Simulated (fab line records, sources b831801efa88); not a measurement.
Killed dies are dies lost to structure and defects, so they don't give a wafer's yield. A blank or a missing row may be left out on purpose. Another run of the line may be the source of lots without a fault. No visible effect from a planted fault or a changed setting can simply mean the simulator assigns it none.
A struck lot beside a sound one + flow sky130 + 18 out of 708 route steps
Sound: wafers L678.2, L678.3, L678.6. The struck wafers were L689.1, L689.2, L689.4. The cause is given at the end.
At each step with rows: each side's tool, then ch and its chambers, then its first start. Under that, the readings that differ: sound wafers + struck wafers + difference of the means + sigmas: that difference in standard deviations of wafers without a fault.
alike: a reading whose means differ by less than 2 such deviations, as well as words and numbers matching on both sides. not compared: withheld readings; readings where some wafer has no value; bounds like >300 that might hide an equal value; numbers whose values overlap and for which the record gives no deviation.
The two part at a step that has a row with sigmas, a row that says differs or no value, or rows on one side only. When numbers do not overlap yet have no deviation, they are printed without sigmas and do not part them. Lack of a reading on every wafer of one side parts them only where that side has two or more wafers.

first, 5 steps without rows for these wafers: SKY_VIA4_COAT_06 (resist thk 1140 nm); SKY_VIA4_SOFTBAKE_07 (time 60 s); SKY_VIA4_EXPOSE_08 (exposes mask VIM4, target cd 800 nm); SKY_VIA4_PEB_09; SKY_VIA4_DEVELOP_10 (develop time 60 s).
SKY_VIA4_OVL_MEAS_11:
  sound on overlay-02, day 44 04:57; struck on overlay-02, day 47 07:44
  alike: VIA4_OVL
SKY_VIA4_ETCH_12: etches SiO2 in C4F8/O2/Ar, stops on TiN, target depth 580 nm.
  sound on rie-diel-04 ch 0,1, day 44 04:59; struck on rie-diel-03 ch 0,1,3, day 47 07:46
  alike: oes-product-au
SKY_VIA4_STRIP_13: strips in O2/N2.
  sound on plasma-asher-01 ch 0,1, day 44 05:04; struck on plasma-asher-03 ch 0,1, day 47 07:50
  alike: drypump-motor-current-A, oes-product-au, strip-time-to-endpoint-s
  not compared: rf-hours-counter-h
then, 3 steps without rows for these wafers: SKY_VIA4_STRIP_14 (strips in post etch residue remover, time 1200 s); SKY_VIA4_CLEAN_15 (cleans in IPA, time 180 s); SKY_VIA4_CLEAN_16 (cleans in O3/DIW).
SKY_VIA4_SPUTTER_17: material TiN, target thk 20 nm, time 80 s.
  sound on pvd-sputter-01, day 44 05:40; struck on pvd-sputter-01, day 47 08:26
  alike: throttle-valve-pct
SKY_VIA4_CVD_18: deposits W, target thk 505 nm, time 152.14 s.
  sound on cvd-w-01 ch 0,1, day 44 05:43; struck on cvd-w-02 ch 0,1, day 47 08:49
  alike: heater-power-outer-w, heater-power-w
SKY_VIA4_RS_MEAS_19: measures by four-point-probe.
  sound on film-metro-03, day 44 05:53; struck on film-metro-01, day 47 08:58
| reading            | sound                | struck               | difference | sigmas |
|--------------------|----------------------|----------------------|------------|--------|
| VIA4_W_RS (ohm/sq) | 0.2273 0.2269 0.2297 | 0.1136 0.1154 0.1143 | -0.1135    | -45    |
SKY_VIA4_THK_MEAS_20: measures by xrf.
  sound on film-metro-03, day 44 06:00; struck on film-metro-01, day 47 09:11
| reading         | sound       | struck | difference                    | sigmas |
|-----------------|-------------|--------|-------------------------------|--------|
| VIA4_W_THK (nm) | 498 499 490 | - - -  | no value on the struck wafers |        |
SKY_VIA4_CMP_21: polishes, stops on SiO2, t overpolish 25 s, target thk 0 nm.
  sound on cmp-02 ch 0,1, day 44 06:06; struck on cmp-01 ch 1,2,3, day 47 09:45
| reading                | sound       | struck      | difference | sigmas |
|------------------------|-------------|-------------|------------|--------|
| time-to-endpoint-s (s) | 125 122 124 | 248 238 239 | +118       | +21    |
  alike: motor-current-A, overpolish-run-s
SKY_METAL5_SPUTTER_00: material Ti, target thk 15 nm, time 10 s.
  sound on pvd-sputter-03, day 44 06:21; struck on pvd-sputter-02, day 47 10:03
  alike: throttle-valve-pct
SKY_PAD_OPEN_PROBE_99:
  the record has rows for the sound wafers here (prober-02, day 47 03:34) and none for the struck ones

== WHERE THEY PART ==
At SKY_VIA4_RS_MEAS_19 first; at SKY_PAD_OPEN_PROBE_99 last (within this record only).

WHY: what the simulator had put in
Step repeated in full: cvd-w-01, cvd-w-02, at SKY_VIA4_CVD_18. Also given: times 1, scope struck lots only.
